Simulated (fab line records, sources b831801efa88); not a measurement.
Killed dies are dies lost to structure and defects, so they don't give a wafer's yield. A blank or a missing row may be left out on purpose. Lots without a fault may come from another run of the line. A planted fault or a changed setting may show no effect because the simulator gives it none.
Which tool did it? | flow gf180mcu | 11 lots, 33 wafers sampled, at 3 steps of a route of 602

WHAT THE GAUGES READ, wafer by wafer
GF_HV_LDD_TW_MEAS_38.
lot  | measured     | on            | HV_LDD_3_TW
L919 | day 11 09:22 | film_metro-01 | 1429 1429 1431
L921 | day 12 07:04 | film_metro-02 | 1428 1424 1428
L922 | day 12 10:18 | film_metro-02 | 1424 1429 1431
L925 | day 13 15:52 | film_metro-01 | 30 30 30
L926 | day 13 17:31 | film_metro-02 | 30 30 30
L929 | day 14 17:39 | film_metro-03 | 1414 1405 1407
L933 | day 16 01:35 | film_metro-02 | 1409 1407 1410
L934 | day 16 16:04 | film_metro-03 | 1406 1406 1409
L936 | day 17 05:39 | film_metro-03 | 1419 1418 1418
L937 | day 17 09:09 | film_metro-03 | 1418 1415 1419
L940 | day 18 11:37 | film_metro-01 | 1436 1419 1433

WHICH TOOL RAN EACH LOT (tool, then ch and the chambers of the sampled wafers, then the start)
lot  | GF_HV_LDD_STRIP_22                   | GF_HV_LDD_STRIP_37
L919 | plasma_asher-01 ch 0,1, day 10 15:14 | plasma_asher-02 ch 0,1, day 11 09:17
L921 | plasma_asher-01 ch 0,1, day 11 11:13 | plasma_asher-02 ch 0,1, day 12 06:57
L922 | plasma_asher-01 ch 0,1, day 11 14:13 | plasma_asher-03 ch 0,1, day 12 10:12
L925 | plasma_asher-01 ch 0,1, day 12 18:57 | plasma_asher-03 ch 0,1, day 13 15:46
L926 | plasma_asher-01 ch 0,1, day 12 19:33 | plasma_asher-03 ch 0,1, day 13 17:25
L929 | plasma_asher-02 ch 0,1, day 13 19:54 | plasma_asher-01 ch 0,1, day 14 17:33
L933 | plasma_asher-01 ch 0,1, day 15 03:02 | plasma_asher-02 ch 0,1, day 16 01:29
L934 | plasma_asher-03 ch 0,1, day 15 16:51 | plasma_asher-01 ch 0,1, day 16 15:58
L936 | plasma_asher-01 ch 0,1, day 16 05:45 | plasma_asher-03 ch 0,1, day 17 05:33
L937 | plasma_asher-01 ch 0,1, day 16 10:30 | plasma_asher-03 ch 0,1, day 17 09:03
L940 | plasma_asher-01 ch 0,1, day 17 11:48 | plasma_asher-01 ch 0,1, day 18 11:30
- GF_HV_LDD_STRIP_22: strips in O2/N2.
- GF_HV_LDD_STRIP_37: strips in O2/N2.

THE ANSWER, worked out from the rows above alone
Rule: what is usual is taken from the lots themselves. Put in order of their means at a reading, lots are off if they are a third of the lots or fewer, leave a main group of 4 or more, and stand apart from it by a gap of 3 or more times the standard deviation of the main group's means; of several such gaps the widest counts. A main group whose means are all the same, to the digits that the tables above print for the reading, isn't used. A lot without any number at a reading at which 4 lots or more have one is off too. The other lots that the step has rows for count as sound.
Off: L925, L926, at GF_HV_LDD_TW_MEAS_38 (HV_LDD_3_TW). The main group: mean 1419, standard deviation 8.9.
A tool fits if, at a process step before that reading, it ran every lot that is off, and no sound lot after the first of them. The gauges at GF_HV_LDD_TW_MEAS_38 are tried like those tools. None of those tried fits.

WHAT THE SIMULATOR HAD PUT IN
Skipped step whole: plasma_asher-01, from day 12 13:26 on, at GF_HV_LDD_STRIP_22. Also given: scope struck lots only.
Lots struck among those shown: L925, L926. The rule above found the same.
